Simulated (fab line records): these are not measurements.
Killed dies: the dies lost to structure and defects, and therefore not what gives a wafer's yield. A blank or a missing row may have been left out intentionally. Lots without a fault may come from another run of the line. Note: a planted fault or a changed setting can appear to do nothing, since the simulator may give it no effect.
A lot that was struck, set against a sound lot :: flow sky130 :: 22 out of 708 route steps
Sound: the wafers L276.1, L276.2, L276.3. Wafers struck: L271.2, L271.5, L271.6. At the end, the cause is stated.
Order at every step that has rows: each side's tool, ch and its chambers, its first start. Under that, the readings that differ: sound wafers :: struck wafers :: difference of the means :: sigmas: that difference in standard deviations of wafers without a fault.
alike: same words and numbers on both sides, and readings whose means sit less than 2 such deviations apart. not compared: any withheld reading, any reading some wafer has no value for, any bound like >300 that may hide the same value, and any number with overlapping values for which the record gives no deviation.
A row with sigmas, a row that says differs or no value, or rows on one side alone: a step with any of these is where the two part. Numbers that don't overlap but have no deviation are shown without sigmas and don't part them. A reading that every wafer of one side lacks parts them only if that side has two wafers or more.

first, 1 step without rows for these wafers: SKY_POLY_GATE_OXIDATION_20 (stabilise 600 s, purge 300 s, target thk 4 nm).
SKY_POLY_GATE_THK_MEAS_21:
  struck on filmMetro-02, day 20 22:29; sound on filmMetro-03, day 22 21:04
  alike: POLY_GATE_OXIDATION_THK
SKY_POLY_GATE_CD_MEAS_22:
  struck on cdSem-01, day 20 22:34; sound on cdSem-02, day 22 21:12
  alike: cdNm
then, 7 steps without rows for these wafers: SKY_LDD_N_DEHYDRATE_00 (time 60 s); SKY_LDD_N_HMDS_01 (prime time 60 s); SKY_LDD_N_COAT_02 (resist thk 300 nm); SKY_LDD_N_SOFTBAKE_03 (time 60 s); SKY_LDD_N_EXPOSE_04 (exposes mask NTM, target cd 840 nm); SKY_LDD_N_PEB_05; SKY_LDD_N_DEVELOP_06 (develop time 58.15 s).
SKY_LDD_N_OVL_MEAS_07:
  struck on overlay-01, day 22 05:37; sound on overlay-01, day 24 03:23
  alike: LDD_N_OVL
after that, 1 step had no rows for these wafers: SKY_LDD_N_IMPLANT_08.
SKY_LDD_N_IMPLANT_09:
  sound on implanter-04 ch 0, day 24 03:35; struck on implanter-02 ch 0, day 22 05:49
reading: beamOnS (s)
sound: 10.07 10.14 9.60
struck: 12.37 12.47 12.45
difference: +2.49
sigmas: +12

reading: faradayCurrentUA
sound: 419 416 438
struck: 343 338 340
difference: -84
sigmas: -9
then, 6 steps without rows for these wafers: SKY_LDD_N_IMPLANT_10; SKY_LDD_N_IMPLANT_11; SKY_LDD_N_IMPLANT_12; SKY_LDD_N_IMPLANT_13; SKY_LDD_N_IMPLANT_14; SKY_LDD_N_IMPLANT_15.
SKY_LDD_N_STRIP_16: strips in O2/N2.
  sound on plasmaAsher-04 ch 0,1, day 24 04:38; struck on plasmaAsher-04 ch 0,1, day 22 06:51
reading: stripTimeToEndpointS (s)
sound: 4.312 4.318 4.328
struck: 4.368 4.370 4.367
difference: +0.049
sigmas: +3
  alike: drypumpMotorCurrentA, oesProductAu
  not compared: rfHoursCounterH
SKY_LDD_N_TW_MEAS_17:
  struck on filmMetro-02, day 22 06:58; sound on filmMetro-04, day 24 04:44
  alike: LDD_N_TW
-- record jumps: 26 days separate the struck wafers' starts on either side; left off in module LDD_N, taken up again in module PAD_OPEN, whose first shown step is the route's number 708 --
SKY_PAD_OPEN_PROBE_99:
  struck on prober-02, day 48 16:38; sound on prober-01, day 49 23:08
reading: killed_at_M4_up
sound: 2 2 1
struck: 4 5 8
difference: +4
sigmas: +2

reading: model.etest.tipN.rsOhmSq
sound: 440.1 440.4 442
struck: 427.7 429.8 430.4
difference: -11.5
sigmas: 
  alike: killed_at_M0_to_M3, killedAtContacts, killedAtFrontEnd, killedAtOther, killedDies, killedOnRim, killedOpen, killedShort

== WHERE THEY PART ==
Last at SKY_PAD_OPEN_PROBE_99 as far as this record goes, first at SKY_LDD_N_IMPLANT_09.

WHY: what the simulator had put in
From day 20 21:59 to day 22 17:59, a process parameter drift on implanter-02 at SKY_LDD_N_IMPLANT_09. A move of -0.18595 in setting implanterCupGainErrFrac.
